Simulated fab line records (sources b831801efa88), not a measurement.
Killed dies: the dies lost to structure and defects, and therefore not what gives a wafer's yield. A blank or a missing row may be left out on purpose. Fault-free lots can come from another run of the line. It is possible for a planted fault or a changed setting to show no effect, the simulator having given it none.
A single fault, viewed from 2 desks | flow sky130 | every desk sees just its own numbers, and what lay behind them comes last

METROLOGY DESK
Lot by lot, what the gauges showed, no matter which tool ran the lot: averages of those sampled wafers that carry a number. Any lot whose mean is over 4 standard deviations away from the usual mean is out of limits and marked OUT; that distance is given in the brackets.
Columns: A = VIA4_W_THK at SKY_VIA4_THK_MEAS_20, usual 507 nm
lot  | first seen here | A
L138 | day 43 04:01    | 505
L139 | day 43 04:53    | 513
L140 | day 43 12:48    | 512
L142 | day 44 03:32    | 493
L143 | day 44 10:26    | 505
L151 | day 46 10:47    | 492
L152 | day 47 01:44    | 495
L154 | day 47 10:20    | 509
L157 | day 47 19:37    | 522
L156 | day 47 19:49    | 506
L158 | day 48 06:56    | 498
L159 | day 48 09:01    | 500
This desk's finding: nothing out of limits on any of the 12 lots.

DESK OF THE TOOL OWNER: pvdSputter-03
The tool's own readings at SKY_METAL1_SPUTTER_00 (material Ti, target thk 15 nm, time 10 s): means of the sampled wafers that have a number, for each lot that ran on this tool. Any lot whose mean is over 4 standard deviations away from the usual mean is out of limits and marked OUT; that distance is given in the brackets.
Columns: A = throttleValvePct at SKY_METAL1_SPUTTER_00, usual 29.8 %
lot  | first seen here | A
L138 | day 31 22:20    | 29.4
L139 | day 32 02:57    | 29.9
L140 | day 32 12:34    | 30.6
L142 | day 32 22:34    | 29.1
L152 | day 36 17:34    | 30.1
L154 | day 37 07:59    | 29.8
L158 | day 38 06:04    | 27.9
L159 | day 38 12:28    | 30.7
This desk's finding: nothing out of limits on any of the 8 lots.

ALL TOGETHER
The metrology desk saw nothing out of limits.
The desk of the tool owner found nothing out of limits.

WHAT HAD BEEN PUT IN BY THE SIMULATOR
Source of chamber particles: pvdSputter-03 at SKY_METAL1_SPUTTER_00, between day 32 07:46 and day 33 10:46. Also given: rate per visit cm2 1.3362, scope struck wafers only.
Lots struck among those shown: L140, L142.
